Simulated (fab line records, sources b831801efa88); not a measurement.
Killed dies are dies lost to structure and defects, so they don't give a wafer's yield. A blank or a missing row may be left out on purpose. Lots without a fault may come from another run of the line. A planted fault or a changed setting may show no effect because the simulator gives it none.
Chamber matching | flow gf180mcu | GF_PASSIVATION_CVD_00 on pecvd-04: 3 sister chambers
The step deposits SiO2 from TEOS, target thk 1000 nm, time 111.95 s. 6 wafers are shown with their chamber, then 8 later ones without.

WAFERS WITH THEIR CHAMBER
wafer  | chamber | heater_power_w (W)
L161.4 | 2       | 668
L162.6 | 0       | 804
L168.1 | 1       | 573
L168.5 | 1       | 642
L168.6 | 0       | 649
L169.2 | 2       | 670

WAFERS WITHOUT THEIR CHAMBER
wafer  | heater_power_w (W)
L169.4 | 679
L169.5 | 806
L170.1 | 711
L170.2 | 630
L170.6 | 666
L172.1 | 665
L172.4 | 780
L172.5 | 635

WHICH CHAMBER EACH WENT THROUGH
wafer  | from the rows above          | in truth
L169.4 | can't be placed: 2 or 0 or 1 | 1
L169.5 | can't be placed: 0 or 2 or 1 | 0
L170.1 | can't be placed: 0 or 2 or 1 | 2
L170.2 | can't be placed: 1 or 2 or 0 | 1
L170.6 | can't be placed: 2 or 1 or 0 | 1
L172.1 | can't be placed: 2 or 1 or 0 | 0
L172.4 | can't be placed: 0 or 2 or 1 | 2
L172.5 | can't be placed: 1 or 2 or 0 | 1
Placed correctly: 0 of 8. Can't be placed from these rows: 8 (the true chamber is among the candidates in 8). Placed wrongly: 0.
How it was worked out, from the rows above alone: a wafer's distance from a chamber is the root of the sum, over the readings, of the square of ((its reading less the chamber's mean) divided by the reading's scatter). The wafer belongs to the nearest chamber; if the next one is less than 2 further off, it can't be placed. A chamber's mean is the mean of its shown wafers. The scatter: the root of (the sum of the squares of (reading less its chamber's mean) over the shown wafers, divided by (wafers less chambers)).
